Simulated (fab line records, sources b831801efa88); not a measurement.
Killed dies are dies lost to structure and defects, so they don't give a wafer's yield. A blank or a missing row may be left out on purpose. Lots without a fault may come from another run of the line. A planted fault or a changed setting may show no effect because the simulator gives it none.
Which tool did it? | flow gf180mcu | 6 lots, 18 wafers sampled, at 2 steps of a route of 602

WHAT THE GAUGES READ, wafer by wafer
GF_V5_THK_MEAS_25: measures by xrf.
lot  | measured     | on            | V5_W_THK (nm)
L642 | day 27 11:47 | film_metro-03 | 370 367 360
L646 | day 28 15:42 | film_metro-03 | 357 361 358
L652 | day 30 13:28 | film_metro-01 | 371 362 368
L657 | day 31 21:30 | film_metro-03 | 360 358 368
L659 | day 32 06:50 | film_metro-03 | 368 365 370
L662 | day 33 04:01 | film_metro-02 | 353 354 353

WHICH TOOL RAN EACH LOT (tool, then ch and the chambers of the sampled wafers, then the start)
lot  | GF_V5_CVD_00
L642 | hdpcvd-02 ch 0,1,2, day 26 13:21
L646 | hdpcvd-01 ch 1,2, day 27 18:28
L652 | hdpcvd-02 ch 1,2, day 29 17:05
L657 | hdpcvd-02 ch 0,1,2, day 31 01:59
L659 | hdpcvd-02 ch 0,1, day 31 12:35
L662 | hdpcvd-01 ch 0,1,2, day 32 10:07
- GF_V5_CVD_00: deposits SiO2, target thk 300 nm, time 50 s.

THE ANSWER, worked out from the rows above alone
Rule: what is usual is taken from the lots themselves. Put in order of their means at a reading, lots are off if they are a third of the lots or fewer, leave a main group of 4 or more, and stand apart from it by a gap of 3 or more times the standard deviation of the main group's means; of several such gaps the widest counts. A main group whose means are all the same, to the digits that the tables above print for the reading, isn't used. A lot without any number at a reading at which 4 lots or more have one is off too. The other lots that the step has rows for count as sound.
No lot is off at any reading shown: from this, nothing can be told.

WHAT THE SIMULATOR HAD PUT IN
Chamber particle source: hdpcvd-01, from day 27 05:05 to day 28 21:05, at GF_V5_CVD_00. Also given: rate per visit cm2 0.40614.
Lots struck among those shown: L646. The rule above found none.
